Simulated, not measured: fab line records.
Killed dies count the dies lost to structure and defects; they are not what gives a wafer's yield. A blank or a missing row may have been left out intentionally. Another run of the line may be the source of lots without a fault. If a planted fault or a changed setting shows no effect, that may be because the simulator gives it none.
Which of the tools did it? | flow gf180mcu | 15 lots, 42 wafers sampled, at 6 steps of a route of 602

== WHAT EACH GAUGE READ, for each wafer ==
GF_HV_LDD_CD_MEAS_19: target cd 400 nm.
lot  | measured     | on       | cdNm (nm)
L864 | day 11 03:34 | cdSem-02 | 398.3 398.8 398.7
L865 | day 11 09:10 | cdSem-02 | 400.5 397.7 396.6
L866 | day 11 15:37 | cdSem-01 | 398.8 399.1 399.3
L867 | day 11 21:07 | cdSem-02 | 397.7 395.8 396.2
L868 | day 12 10:37 | cdSem-02 | 399.9 399.7 399.2
L869 | day 12 12:34 | cdSem-01 | 399.1 401.3 399.1
L870 | day 12 20:01 | cdSem-02 | 400.0 402.9 397.7
L872 | day 13 13:18 | cdSem-01 | 402.9 400.5 402.7
L873 | day 13 18:57 | cdSem-01 | 399.8 398.6 398.3
L874 | day 14 02:04 | cdSem-02 | 401.1 399.4 397.6
L880 | day 16 03:05 | cdSem-01 | 398.3 398.8
L881 | day 16 08:40 | cdSem-02 | 402.0 400.1
L882 | day 17 04:40 | cdSem-02 | 395.0 400.2
L885 | day 17 19:49 | cdSem-02 | 397.2 398.6 400.1
L886 | day 18 01:38 | cdSem-02 | 400.3 402.9 401.9

GF_NSD_TW_MEAS_12.
lot  | measured     | on           | NSD_TW
L864 | day 13 18:43 | filmMetro-01 | 4319 4324 4318
L865 | day 14 00:43 | filmMetro-03 | 4268 4278 4241
L866 | day 14 07:18 | filmMetro-02 | 4284 4285 4311
L867 | day 14 13:05 | filmMetro-02 | 4287 4291 4277
L868 | day 15 05:59 | filmMetro-02 | 4275 4271 4295
L869 | day 15 06:06 | filmMetro-01 | 4284 4283 4299
L870 | day 15 15:41 | filmMetro-02 | 4301 4286 4296
L872 | day 16 09:29 | filmMetro-02 | 4269 4276 4291
L873 | day 16 17:07 | filmMetro-03 | 4318 4290 4294
L874 | day 17 00:55 | filmMetro-01 | 4268 4267 4281
L880 | day 19 03:59 | filmMetro-02 | 4304 4290
L881 | day 19 11:08 | filmMetro-02 | 4310 4318
L882 | day 20 10:20 | filmMetro-01 | 4298 4315
L885 | day 21 00:23 | filmMetro-01 | 4336 4291 4319
L886 | day 21 06:38 | filmMetro-01 | 4323 4299 4294

GF_PSD_RS_MEAS_14: a four-point-probe measurement.
lot  | measured     | on           | NSD_RS (ohm/sq)
L864 | day 14 15:38 | filmMetro-03 | 46.08 46.21 46.16
L865 | day 14 21:50 | filmMetro-03 | 46.16 46.03 46.09
L866 | day 15 04:31 | filmMetro-01 | 46.13 46.10 46.26
L867 | day 15 10:59 | filmMetro-03 | 46.24 46.22 46.30
L868 | day 16 04:25 | filmMetro-03 | 46.20 46.09 46.14
L869 | day 16 04:38 | filmMetro-02 | 46.03 46.12 46.01
L870 | day 16 14:19 | filmMetro-01 | 46.15 46.25 46.21
L872 | day 17 07:47 | filmMetro-03 | 46.17 46.17 46.09
L873 | day 17 15:44 | filmMetro-02 | 46.14 46.27 46.15
L874 | day 18 00:25 | filmMetro-02 | 46.22 46.21 46.25
L880 | day 20 04:11 | filmMetro-02 | 47.08 46.13
L881 | day 20 12:17 | filmMetro-02 | 47.29 46.23
L882 | day 21 10:39 | filmMetro-02 | 47.10 46.05
L885 | day 22 00:50 | filmMetro-03 | 46.39 46.21 46.25
L886 | day 22 06:35 | filmMetro-01 | 46.08 46.06 46.20

GF_SAB_THK_MEAS_01.
lot  | measured     | on           | SAB_CVD_00_THK (nm)
L864 | day 14 15:53 | filmMetro-04 | 49.4 50.0 50.6
L865 | day 14 22:05 | filmMetro-04 | 49.1 51.3 50.3
L866 | day 15 04:46 | filmMetro-03 | 48.4 49.1 49.5
L867 | day 15 11:14 | filmMetro-03 | 49.8 49.8 50.6
L868 | day 16 04:40 | filmMetro-01 | 49.5 50.3 50.0
L869 | day 16 04:53 | filmMetro-03 | 49.7 51.0 50.5
L870 | day 16 14:34 | filmMetro-04 | 48.5 49.8 50.0
L872 | day 17 08:02 | filmMetro-01 | 49.2 47.8 49.5
L873 | day 17 16:00 | filmMetro-03 | 50.5 49.8 51.6
L874 | day 18 00:40 | filmMetro-04 | 50.7 50.3 50.9
L880 | day 20 04:26 | filmMetro-04 | 49.2 49.7
L881 | day 20 12:32 | filmMetro-04 | 49.2 49.7
L882 | day 21 10:53 | filmMetro-04 | 49.7 50.6
L885 | day 22 01:05 | filmMetro-03 | 48.8 50.0 50.3
L886 | day 22 06:50 | filmMetro-04 | 50.1 48.4 50.5

== WHAT TOOL EACH LOT RAN ON (gives the tool, then ch and the chambers of the sampled wafers, and finally the start) ==
lot  | GF_NSD_IMPLANT_10               | GF_NSD_STRIP_11
L864 | implanter-04 ch 0, day 13 18:29 | plasmaAsher-03 ch 0,1, day 13 18:37
L865 | implanter-04 ch 0, day 14 00:28 | plasmaAsher-02 ch 0, day 14 00:37
L866 | implanter-04 ch 0, day 14 07:04 | plasmaAsher-02 ch 0,1, day 14 07:11
L867 | implanter-02 ch 0, day 14 12:50 | plasmaAsher-02 ch 0,1, day 14 12:58
L868 | implanter-03 ch 0, day 15 05:45 | plasmaAsher-03 ch 0,1, day 15 05:53
L869 | implanter-04 ch 0, day 15 05:52 | plasmaAsher-01 ch 0,1, day 15 05:59
L870 | implanter-03 ch 0, day 15 15:28 | plasmaAsher-02 ch 0,1, day 15 15:36
L872 | implanter-03 ch 0, day 16 09:14 | plasmaAsher-01 ch 0,1, day 16 09:23
L873 | implanter-04 ch 0, day 16 16:52 | plasmaAsher-03 ch 0,1, day 16 17:01
L874 | implanter-04 ch 0, day 17 00:41 | plasmaAsher-01 ch 0,1, day 17 00:49
L880 | implanter-04 ch 0, day 19 03:44 | plasmaAsher-02 ch 0,1, day 19 03:53
L881 | implanter-04 ch 0, day 19 10:55 | plasmaAsher-03 ch 0,1, day 19 11:03
L882 | implanter-04 ch 0, day 20 10:07 | plasmaAsher-02 ch 0, day 20 10:15
L885 | implanter-02 ch 0, day 21 00:10 | plasmaAsher-03 ch 0,1, day 21 00:17
L886 | implanter-03 ch 0, day 21 06:23 | plasmaAsher-03 ch 0,1, day 21 06:31
- GF_NSD_IMPLANT_10
- GF_NSD_STRIP_11: strips in O2/N2.

== AS READ BY THE TOOLS THEMSELVES (means over the sampled wafers that have a number; for cases with no such wafer, the mark the record gives instead) ==
GF_NSD_IMPLANT_10.
lot  | tool         | beamOnS (s) | faradayCurrentUA
L864 | implanter-04 | 10.06       | 2776
L865 | implanter-04 | 9.86        | 2829
L866 | implanter-04 | 10.02       | 2772
L867 | implanter-02 | 10.00       | 2781
L868 | implanter-03 | 10.13       | 2748
L869 | implanter-04 | 10.08       | 2759
L870 | implanter-03 | 10.05       | 2782
L872 | implanter-03 | 10.00       | 2796
L873 | implanter-04 | 10.19       | 2733
L874 | implanter-04 | 10.13       | 2750
L880 | implanter-04 | 9.25        | 3022
L881 | implanter-04 | 9.42        | 2986
L882 | implanter-04 | 9.34        | 3002
L885 | implanter-02 | 10.00       | 2787
L886 | implanter-03 | 10.15       | 2750

GF_NSD_STRIP_11.
lot  | tool           | drypumpMotorCurrentA (A) | heaterPowerW (W) | o2FlowSccm (sccm) | oesProductAu (a.u.) | platenTempC (C) | stripTimeToEndpointS (s)
L864 | plasmaAsher-03 | 5.7                      | 281              | 3000              | 0.482               | 249.98          | 23.00
L865 | plasmaAsher-02 | 5.2                      | 314              | 3004              | 0.490               | 250.03          | 23.00
L866 | plasmaAsher-02 | 5.2                      | 384              | 3014              | 0.486               | 250.08          | 23.01
L867 | plasmaAsher-02 | 5.2                      | 348              | 2990              | 0.484               | 249.90          | 22.98
L868 | plasmaAsher-03 | 5.4                      | 277              | 2992              | 0.487               | 249.94          | 22.99
L869 | plasmaAsher-01 | 5.9                      | 367              | 2995              | 0.488               | 249.99          | 23.04
L870 | plasmaAsher-02 | 5.1                      | 346              | 3000              | 0.486               | 249.90          | 22.96
L872 | plasmaAsher-01 | 6.1                      | 397              | 3007              | 0.490               | 249.95          | 23.02
L873 | plasmaAsher-03 | 5.4                      | 276              | 3013              | 0.484               | 250.12          | 22.98
L874 | plasmaAsher-01 | 5.9                      | 365              | 2996              | 0.486               | 250.15          | 23.00
L880 | plasmaAsher-02 | 5.2                      | 368              | 2998              | 0.490               | 250.00          | 22.95
L881 | plasmaAsher-03 | 5.6                      | 276              | 3006              | 0.480               | 250.01          | 22.90
L882 | plasmaAsher-02 | 5.2                      | 318              | 2986              | 0.490               | 250.12          | 22.88
L885 | plasmaAsher-03 | 5.7                      | 280              | 3005              | 0.487               | 249.90          | 22.98
L886 | plasmaAsher-03 | 5.8                      | 284              | 2994              | 0.486               | 249.83          | 22.99

== THE ANSWER, worked out from the rows above alone ==
Rule: the usual values come from the lots themselves. The widest of any qualifying gaps counts: lots, ordered by their means at a reading, are off when they make up no more than a third of the lots, leave a main group of 4 or more, and stand apart from it by 3 or more times the standard deviation of that group's means. A main group is skipped when, at the precision printed for the reading in the tables above, its means are all equal. A lot without any number at a reading at which 4 lots or more have one is off too. Where the step has rows for the other lots, those lots are counted as sound. Order of review: gauges by route order, followed by the tools' own readings, for which a lot's mean as printed above is used. The first step at which some lot is off is used, and at that step the reading that is off furthest; a lot without a number counts as furthest.
Off: L880, L881, L882, at GF_PSD_RS_MEAS_14 (NSD_RS). The main group: mean 46.17 ohm/sq, standard deviation 0.064.
If a tool, at a process step before that reading, ran all the lots that are off and no sound lot after the first of them, it fits. The gauges at GF_PSD_RS_MEAS_14 aren't tried: what is off there is off at GF_NSD_IMPLANT_10 too, on other tools, and a gauge's error can't cause that. One fits: GF_NSD_IMPLANT_10 on implanter-04. Its last sound lot is L874 (day 17 00:41), its first lot that is off L880 (day 19 03:44): a fault that began between those two fits.
The tool's own readings at GF_NSD_IMPLANT_10 bear it out: on the lots that are off they differ by more than 5 times the standard deviation of the sound lots' means. beamOnS reads 9.34 s there against 10.06 s on the sound lots; faradayCurrentUA reads 3003 there against 2772 on the sound lots.

== WHAT WAS PUT IN BY THE SIMULATOR ==
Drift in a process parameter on implanter-04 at GF_NSD_IMPLANT_10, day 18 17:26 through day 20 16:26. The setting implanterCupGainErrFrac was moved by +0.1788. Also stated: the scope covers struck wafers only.
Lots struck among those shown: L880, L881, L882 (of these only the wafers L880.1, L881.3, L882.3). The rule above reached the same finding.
